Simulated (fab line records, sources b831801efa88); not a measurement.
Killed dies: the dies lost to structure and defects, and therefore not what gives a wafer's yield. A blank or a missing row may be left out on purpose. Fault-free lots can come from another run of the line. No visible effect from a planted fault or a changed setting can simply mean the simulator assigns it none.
fab line records -- flow sky130
record lots=6, wafers=16, last-day=50
route steps=708 shown CAP2M@620 METAL4@621 PAD_OPEN@708
lots that met no fault: taken from a fault-free run of the same line
start-h: hours from the record's first day to the start of the lot's first wafer shown -- wait-h: time in hours since the lot's previous step -- " repeats the value in the row above -- L1.1+2: one row covering several wafers at once -- - value missing, or start not given -- * or withheld: withheld -- < > ~ a bound
route shown NAME@n: names a module that has steps shown in the file, with the first one's number in the route -- usual: mean/standard deviation of fault-free wafers -- same: alike in all rows -- chamber/n: place in a boat -- sites: readings site by site -- _std_site: the standard deviation of these -- _edge_site: inner sites' mean taken away from outer sites' mean -- radius-mm: how far each site lies from the wafer's centre -- mask NAME#n: copy n -- behind: tool/chamber where the wafer was last shaped -- hold: the reason the lot was held/the length of the hold in hours/how it ended -- device: the transistor (n, p or np) that didn't switch -- end of line: the route-end tests of the same wafers -- a step without rows: its recipe alone -- killed: dies lost to structure and defects at the first sort, not the wafer's yield -- map: a wafer's dies, marking killed ones x, the rest . and places with no die _
set.NAME: the run value of the setting; set.NAME@STEP: its run value at that earlier step -- model.NAME: the simulator's own value behind a step, which no gauge read
lots at some steps of the route; a table a step, a row a wafer
services: the hour from which a tool's chamber was out of use, counted from the record's first day as start-h (under 0 if before that day), plus the number of hours and why
## steps
# step SKY_CAP2M_CLEAN_17
# recipe chemistry=O3/DIW, dry=n2-spin
# step SKY_METAL4_DEHYDRATE_05
# recipe temp-c=200, time-s=60
# step SKY_METAL4_HMDS_06
# recipe prime-time-s=60, prime-temp-c=120
# step SKY_METAL4_COAT_07
# recipe resist=BARC, temp-c=withheld, time-s=withheld, spin-rpm=3000, resist-thk-nm=60
# step SKY_METAL4_COAT_08
# recipe resist=KrF-thick, spin-rpm=3000, resist-thk-nm=1140
# step SKY_METAL4_SOFTBAKE_09
# recipe temp-c=100, time-s=90, resist=KrF-thick
# step SKY_METAL4_EXPOSE_10
# recipe mask-id=MM4, na=0.68, source-shape=annular, sigma-inner=0.4, sigma-outer=0.8, target-cd-nm=300, dose-mj=28
# step SKY_METAL4_PEB_11
# recipe peb-temp-c=withheld, peb-time-s=withheld, resist=KrF-thick
# step SKY_METAL4_DEVELOP_12
# recipe develop-time-s=60, resist=KrF-thick, dev-temp-c=21
# step SKY_METAL4_CD_MEAS_13
# recipe target-cd-nm=300
# usual cd-nm=299.6/1.5
lot.wafer,tool,chamber,start-h,wait-h,cd-nm
L279.2,cd-sem-02,-,988.64,-,299.1
L279.5,cd-sem-02,-,988.64,-,298.9
L279.6,cd-sem-02,-,988.64,-,298.6
L287.1,cd-sem-01,-,1044.61,-,300.3
L287.2,cd-sem-01,-,1044.61,-,299.2
L287.4,cd-sem-01,-,1044.61,-,299.4
L294.1,cd-sem-02,-,1091.45,-,299.2
L294.2,cd-sem-02,-,1091.45,-,300.1
L294.5,cd-sem-02,-,1091.45,-,299.2
L298.1,cd-sem-02,-,1103.65,-,301.4
L298.2,cd-sem-02,-,1103.65,-,301.3
L298.4,cd-sem-02,-,1103.65,-,300.6
L299.3,cd-sem-02,-,1106.47,-,300.2
L299.5,cd-sem-02,-,1106.47,-,298.5
L301.4,cd-sem-01,-,1125.51,-,300.5
L301.6,cd-sem-01,-,1125.51,-,299.1
# step SKY_METAL4_OVL_MEAS_14
# usual METAL4_OVL=-2/5.1
lot.wafer,tool,chamber,start-h,wait-h,METAL4_OVL[nm]
L279.2,overlay-02,-,988.75,0.1,5
L279.5,overlay-02,-,988.75,0.1,0
L279.6,overlay-02,-,988.75,0.1,9
L287.1,overlay-01,-,1044.73,0.1,3
L287.2,overlay-01,-,1044.73,0.1,0
L287.4,overlay-01,-,1044.73,0.1,-3
L294.1,overlay-01,-,1091.57,0.1,-3
L294.2,overlay-01,-,1091.57,0.1,-3
L294.5,overlay-01,-,1091.57,0.1,-2
L298.1,overlay-01,-,1103.77,0.1,1
L298.2,overlay-01,-,1103.77,0.1,-4
L298.4,overlay-01,-,1103.77,0.1,-4
L299.3,overlay-01,-,1106.56,0.1,-7
L299.5,overlay-01,-,1106.56,0.1,-3
L301.4,overlay-02,-,1125.59,0.1,-3
L301.6,overlay-02,-,1125.59,0.1,-1
# step SKY_METAL4_DESCUM_15
# recipe chemistry=O2, source-power-w=150, bias-power-w=0, pressure-mtorr=10, temp-c=40, time-s=8
# usual drypump-motor-current-A=6.2/0.37, oes-product-au=1.006/0.011
lot.wafer,tool,chamber,start-h,wait-h,drypump-motor-current-A,oes-product-au,rf-hours-counter-h
L279.2,rie-metal-04,0,988.78,0.0,5.7,1.004,13
L279.5,rie-metal-04,0,988.78,0.0,5.7,1.009,-
L279.6,rie-metal-04,1,988.78,0.0,6.6,1.002,-
L287.1,rie-metal-01,1,1044.77,0.0,5.9,1.002,15
L287.2,rie-metal-01,1,1044.77,0.0,6.0,0.996,-
L287.4,rie-metal-01,1,1044.77,0.0,5.9,0.998,-
L294.1,rie-metal-01,0,1091.61,0.0,6.2,1.017,21
L294.2,rie-metal-01,1,1091.61,0.0,6.0,0.999,18
L294.5,rie-metal-01,1,1091.61,0.0,6.0,0.993,-
L298.1,rie-metal-02,1,1103.81,0.0,6.6,0.994,16
L298.2,rie-metal-02,1,1103.81,0.0,6.7,1.013,-
L298.4,rie-metal-02,1,1103.81,0.0,6.6,0.997,-
L299.3,rie-metal-04,1,1106.59,0.0,6.5,1.009,-
L299.5,rie-metal-04,1,1106.59,0.0,6.5,1.024,-
L301.4,rie-metal-04,1,1125.62,0.0,6.5,1.013,-
L301.6,rie-metal-04,0,1125.62,0.0,5.7,1.011,-
# step SKY_METAL4_ETCH_16
# recipe chemistry=N2/H2, target=BARC, ion-energy-ev=200, bias-w=100, pressure-mtorr=30, n2-flow-sccm=100, h2-flow-sccm=200, icp-w=500, stop-on=SiO2, time-s=88.2, target-depth-a=600
# usual drypump-motor-current-A=6.2/0.37, oes-product-au=0.626/0.0045, throttle-valve-pct=13.204/0.0087
lot.wafer,tool,chamber,start-h,wait-h,drypump-motor-current-A,oes-product-au,rf-hours-counter-h,throttle-valve-pct,model.KrF-thick_of_METAL4_COAT_08.thk-nm,model.METAL4.cd-nm
L279.2,rie-metal-04,0,988.81,0.0,5.7,0.629,13,13.206,1076,296.6
L279.5,rie-metal-04,0,988.81,0.0,5.7,0.626,-,13.205,1077,296.2
L279.6,rie-metal-04,1,988.81,0.0,6.6,0.629,-,13.198,1079,298
L287.1,rie-metal-01,1,1044.83,0.1,5.9,0.627,15,13.214,1079,300
L287.2,rie-metal-01,1,1044.83,0.1,5.9,0.628,-,13.197,1081,299.8
L287.4,rie-metal-01,1,1044.83,0.1,5.9,0.629,-,13.210,1086,299
L294.1,rie-metal-01,0,1091.64,0.0,6.3,0.624,21,13.210,1079,296
L294.2,rie-metal-01,1,1091.64,0.0,6.0,0.625,18,13.206,1078,299.2
L294.5,rie-metal-01,1,1091.64,0.0,5.9,0.624,-,13.223,1077,298.3
L298.1,rie-metal-02,1,1103.89,0.1,6.6,0.622,16,13.204,1081,303.3
L298.2,rie-metal-02,1,1103.89,0.1,6.6,0.621,-,13.207,1080,303.3
L298.4,rie-metal-02,1,1103.89,0.1,6.6,0.623,-,13.203,1079,302.9
L299.3,rie-metal-04,1,1106.65,0.0,6.6,0.628,-,13.199,1079,298.2
L299.5,rie-metal-04,1,1106.65,0.0,6.6,0.624,-,13.209,1097,302
L301.4,rie-metal-04,1,1125.67,0.0,6.6,0.626,-,13.198,1076,298.3
L301.6,rie-metal-04,0,1125.67,0.0,5.7,0.632,-,13.202,1091,304.6
# step SKY_METAL4_ETCH_17
# recipe target=SiO2, stop-on=TiN, chemistry=C4F8/O2/Ar, source-w=1500, bias-w=1200, pressure-mtorr=40, c4f8-flow-sccm=withheld, O2_flow_sccm=6, Ar_flow_sccm=300, time-s=3.9, target-depth-a=150
# usual oes-product-au=0.756/0.0062
lot.wafer,tool,chamber,start-h,wait-h,oes-product-au,rf-hours-counter-h,model.METAL4.cd-nm
L279.2,rie-diel-02,1,988.91,0.1,0.745,18,296.6
L279.5,rie-diel-02,0,988.91,0.1,0.758,-,296.2
L279.6,rie-diel-02,1,988.91,0.1,0.751,-,298
L287.1,rie-diel-02,0,1045.03,0.2,0.750,11,300.1
L287.2,rie-diel-02,2,1045.03,0.2,0.760,12,299.8
L287.4,rie-diel-02,3,1045.03,0.2,0.758,1,299
L294.1,rie-diel-02,0,1091.74,0.1,0.763,13,296
L294.2,rie-diel-02,3,1091.74,0.1,0.751,3,299.2
L294.5,rie-diel-02,1,1091.74,0.1,0.760,-,298.3
L298.1,rie-diel-02,1,1104.15,0.2,0.758,21,303.3
L298.2,rie-diel-02,2,1104.15,0.2,0.760,14,303.3
L298.4,rie-diel-02,0,1104.15,0.2,0.760,13,303
L299.3,rie-diel-03,3,1106.71,0.0,0.764,25,298.1
L299.5,rie-diel-03,0,1106.71,0.0,0.756,-,302
L301.4,rie-diel-04,2,1125.74,0.0,0.776,22,298.3
L301.6,rie-diel-04,1,1125.74,0.0,0.767,-,304.4
# step SKY_METAL4_METAL_ETCH_18
# recipe target-depth-a=8450, stop-on=SiO2, over-etch-frac=0.3, time-s=183.1, chemistry=Cl2/BCl3, resist-sidewall-deg=88, pressure-mtorr=10, icp-w=900, bias-w=48.5, Cl2_flow_sccm=60, bcl3-flow-sccm=30
# usual drypump-motor-current-A=6.18/0.28, oes-product-au=0.867/0.0065, throttle-valve-pct=22.264/0.0086
# same over-etch-frac=0.3
lot.wafer,tool,chamber,start-h,wait-h,drypump-motor-current-A,oes-product-au,rf-hours-counter-h,throttle-valve-pct
L279.2,rie-metal-01,0,988.93,0.0,6.25,0.878,15,22.268
L279.5,rie-metal-01,1,988.93,0.0,5.93,0.868,-,22.259
L279.6,rie-metal-01,0,988.93,0.0,6.24,0.866,-,22.262
L287.1,rie-metal-04,1,1045.04,0.0,6.54,0.858,10,22.251
L287.2,rie-metal-04,0,1045.04,0.0,5.66,0.864,17,22.258
L287.4,rie-metal-04,0,1045.04,0.0,5.66,0.868,-,22.256
L294.1,rie-metal-02,1,1091.76,0.0,6.58,0.863,14,22.271
L294.2,rie-metal-02,1,1091.76,0.0,6.59,0.866,-,22.283
L294.5,rie-metal-02,1,1091.76,0.0,6.59,0.878,-,22.272
L298.1,rie-metal-01,0,1104.17,0.0,6.23,0.862,22,22.270
L298.2,rie-metal-01,1,1104.17,0.0,5.97,0.862,19,22.259
L298.4,rie-metal-01,1,1104.17,0.0,5.94,0.861,-,22.270
L299.3,rie-metal-01,1,1106.79,0.1,5.93,0.858,-,22.270
L299.5,rie-metal-01,0,1106.79,0.1,6.25,0.861,-,22.256
L301.4,rie-metal-02,1,1125.82,0.1,6.56,0.862,-,22.264
L301.6,rie-metal-02,0,1125.82,0.1,6.22,0.865,-,22.260
# step SKY_PAD_OPEN_PROBE_99
# usual defect-limited-yield=82.6/1.9, killed_at_M0_to_M3=42/7.1, killed_at_M4_up=3.3/1.9, killed-at-contacts=24/5, killed-at-front-end=15/4.7, killed-dies=86/9.6, killed-open=47/7.5, killed-short=38/6.6, sort_bin_3_pad_short=0.9/0.42, sort_bin_5_function=10.2/1.5, sort_bin_6_memory=6.3/1.1, sort-n-pass=406/9.6, sort-yield-pct=82.6/1.9
# same gross-dies=492, killed-at-back-side=0, killed-at-other=0, sort_bin_4_leakage[%]=0, sort_bin_8_speed[%]=0
lot.wafer,tool,chamber,start-h,wait-h,defect-limited-yield[%],killed_at_M0_to_M3,killed_at_M4_up,killed-at-contacts,killed-at-front-end,killed-dies,killed-open,killed-short,sort_bin_3_pad_short[%],sort_bin_5_function[%],sort_bin_6_memory[%],sort-n-pass,sort-yield-pct[%]
L279.2,prober-01,-,1084.18,0.1,81.5,46,3,20,22,91,43,48,1.4,9.3,7.7,401,81.5
L279.5,prober-01,-,1084.33,0.2,81.9,42,4,23,20,89,54,35,0.6,11.2,6.3,403,81.9
L279.6,prober-01,-,1084.38,0.2,80.3,44,2,31,20,97,58,38,1.0,11.4,7.3,395,80.3
L287.1,prober-01,-,1133.12,0.1,80.1,49,1,34,14,98,52,46,1.0,11.8,7.1,394,80.1
L287.2,prober-01,-,1133.17,0.1,78.7,39,2,32,32,105,51,54,1.6,13.2,6.5,387,78.7
L287.4,prober-01,-,1133.27,0.2,80.7,48,3,28,16,95,48,47,1.4,11.8,6.1,397,80.7
L294.1,prober-01,-,1174.27,0.1,85.4,35,5,18,14,72,30,41,0.8,8.7,5.1,420,85.4
L294.2,prober-01,-,1174.32,0.1,81.3,44,3,21,24,92,49,42,0.4,9.8,8.5,400,81.3
L294.5,prober-01,-,1174.47,0.2,85.6,26,2,26,17,71,38,33,0.6,9.8,4.1,421,85.6
L298.1,prober-02,-,1184.42,0.1,84.1,34,0,29,15,78,50,27,0.8,9.8,5.3,414,84.1
L298.2,prober-02,-,1184.47,0.1,85.4,36,8,13,15,72,43,28,0.6,7.9,6.1,420,85.4
L298.4,prober-02,-,1184.57,0.2,80.1,48,3,29,18,98,64,33,0.2,12.2,7.5,394,80.1
L299.3,prober-01,-,1187.18,0.2,82.9,45,7,20,12,84,44,40,1.0,8.3,7.7,408,82.9
L299.5,prober-01,-,1187.28,0.2,87.8,28,3,16,13,60,29,31,1.0,6.9,4.3,432,87.8
L301.4,prober-01,-,1200.90,0.2,82.3,51,3,20,13,87,43,44,1.6,10.4,5.7,405,82.3
L301.6,prober-01,-,1201.00,0.2,81.9,44,0,27,18,89,57,32,0.8,9.8,7.5,403,81.9
# killed by level:class
L279.2 CONTACT:geometric-particle:open=9 VIA1:geometric-particle:short=9 VIA1:geometric-particle:open=9 FIELD_ISO:geometric-particle:short=8 POLY_GATE:geometric-particle:short=6 CONTACT:geometric-particle:short=6 METAL2:geometric-particle:short=6 VIA2:geometric-particle:open=6
L279.5 VIA2:geometric-particle:open=13 CONTACT:geometric-particle:open=11 VIA1:geometric-particle:open=8 POLY_GATE:geometric-particle:short=6 LI_CONTACT:geometric-particle:open=6 VIA2:geometric-particle:short=5 FIELD_ISO:geometric-particle:short=4 FIELD_ISO:geometric-particle:open=4
L279.6 CONTACT:geometric-particle:open=12 VIA2:geometric-particle:open=11 LI_CONTACT:geometric-particle:open=9 VIA3:geometric-particle:open=8 METAL1:geometric-particle:short=7 CONTACT:geometric-particle:short=6 VIA1:geometric-particle:open=6 FIELD_ISO:geometric-particle:short=5
L287.1 CONTACT:geometric-particle:open=12 LI_CONTACT:geometric-particle:open=9 CONTACT:geometric-particle:short=8 VIA2:geometric-particle:open=8 VIA1:geometric-particle:short=7 VIA2:geometric-particle:short=7 METAL2:geometric-particle:short=6 VIA3:geometric-particle:open=6
L287.2 FIELD_ISO:geometric-particle:short=10 CONTACT:geometric-particle:open=10 LI_CONTACT:geometric-particle:open=8 CONTACT:geometric-particle:short=8 POLY_GATE:geometric-particle:open=7 VIA1:geometric-particle:open=7 VIA2:geometric-particle:short=6 POLY_GATE:geometric-particle:short=6
L287.4 METAL2:geometric-particle:short=12 CONTACT:geometric-particle:open=9 LI_CONTACT:geometric-particle:open=8 VIA1:geometric-particle:open=7 VIA2:geometric-particle:open=6 VIA3:geometric-particle:open=6 CONTACT:geometric-particle:short=5 VIA2:geometric-particle:short=5
L294.1 FIELD_ISO:geometric-particle:short=7 VIA1:geometric-particle:open=7 CONTACT:geometric-particle:open=7 LOCAL_INTERCONNECT:geometric-particle:short=5 VIA2:geometric-particle:open=5 VIA1:geometric-particle:short=4 METAL2:geometric-particle:short=4 METAL1:geometric-particle:short=3
L294.2 CONTACT:geometric-particle:open=9 VIA2:geometric-particle:open=8 FIELD_ISO:geometric-particle:open=7 FIELD_ISO:geometric-particle:short=7 VIA2:geometric-particle:short=7 VIA1:geometric-particle:open=7 METAL1:geometric-particle:short=6 LI_CONTACT:geometric-particle:open=5
L294.5 CONTACT:geometric-particle:open=10 LOCAL_INTERCONNECT:geometric-particle:short=6 LI_CONTACT:geometric-particle:open=5 METAL1:geometric-particle:short=5 FIELD_ISO:geometric-particle:short=4 FIELD_ISO:geometric-particle:open=4 VIA2:geometric-particle:open=4 POLY_GATE:geometric-particle:open=3
L298.1 VIA2:geometric-particle:open=9 LI_CONTACT:geometric-particle:open=8 CONTACT:geometric-particle:open=8 VIA1:geometric-particle:open=6 LOCAL_INTERCONNECT:geometric-particle:short=5 VIA3:geometric-particle:open=5 SPACER:geometric-particle:open=4 METAL2:geometric-particle:short=4
L298.2 VIA2:geometric-particle:open=9 VIA1:geometric-particle:open=7 FIELD_ISO:geometric-particle:open=5 LI_CONTACT:geometric-particle:open=5 VIA3:geometric-particle:open=5 METAL1:geometric-particle:short=5 CONTACT:geometric-particle:open=3 VIA3:geometric-particle:short=3
L298.4 VIA1:geometric-particle:open=12 LI_CONTACT:geometric-particle:open=10 CONTACT:geometric-particle:open=10 VIA2:geometric-particle:open=9 VIA3:geometric-particle:open=7 FIELD_ISO:geometric-particle:open=6 FIELD_ISO:geometric-particle:short=4 LOCAL_INTERCONNECT:geometric-particle:short=4
L299.3 VIA1:geometric-particle:open=10 METAL4:geometric-particle:short=6 LI_CONTACT:geometric-particle:open=6 CONTACT:geometric-particle:open=5 VIA1:geometric-particle:short=5 METAL2:geometric-particle:short=5 VIA2:geometric-particle:short=5 VIA2:geometric-particle:open=5
L299.5 LI_CONTACT:geometric-particle:open=7 CONTACT:geometric-particle:open=6 VIA3:geometric-particle:open=5 POLY_GATE:geometric-particle:short=4 VIA1:geometric-particle:open=4 METAL2:geometric-particle:short=4 METAL3:geometric-particle:short=4 POLY_GATE:geometric-particle:open=3
L301.4 METAL1:geometric-particle:short=10 CONTACT:geometric-particle:open=8 VIA1:geometric-particle:open=8 METAL2:geometric-particle:short=6 VIA3:geometric-particle:open=6 POLY_GATE:geometric-particle:open=5 LI_CONTACT:geometric-particle:open=5 VIA1:geometric-particle:short=5
L301.6 VIA1:geometric-particle:open=12 CONTACT:geometric-particle:open=11 VIA3:geometric-particle:open=8 LI_CONTACT:geometric-particle:open=7 POLY_GATE:geometric-particle:open=6 VIA2:geometric-particle:open=5 CONTACT:geometric-particle:short=5 METAL2:geometric-particle:short=5
## services
tool,chamber,start-h,hours,kind
rie-metal-02,-,965.69,2.8,pm
rie-diel-02,3,968.53,-,clean
rie-diel-02,3,968.53,20.0,scheduled-down
rie-diel-02,3,968.53,20.0,vent-cycle
rie-diel-03,1,972.57,15.9,repair
rie-diel-03,0,976.81,3.8,repair
rie-diel-02,-,990.58,3.1,repair
rie-diel-03,1,992.47,8.5,repair
rie-diel-04,0,1017.51,5.3,repair
rie-diel-02,3,1021.09,3.0,repair
rie-metal-01,0,1026.41,19.1,repair
rie-diel-03,-,1046.58,0.8,repair
rie-metal-02,-,1046.61,0.5,repair
rie-diel-03,3,1052.54,10.3,repair
rie-metal-04,-,1072.76,4.3,pm
rie-metal-02,0,1087.01,34.1,repair
rie-diel-04,1,1118.93,3.1,repair
## key
first-sign none at tools or gauges
model-effect step=SKY_METAL4_ETCH_16, value=KrF-thick_of_METAL4_COAT_08.thk-nm, without=1078, struck=1094
model-effect step=SKY_METAL4_ETCH_17, value=METAL4.cd-nm, without=298.2, struck=303.2
met-at SKY_METAL4_ETCH_16
struck-wafers L299.5,L301.6
onset-between 988.81 1106.65
fault kind=process-parameter-drift, tool=rie-metal-04, chamber=-, onset-h=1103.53, steps=SKY_METAL4_ETCH_16, channel=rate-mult, offset=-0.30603, shape=step, end-h=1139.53, scope=struck-wafers-only
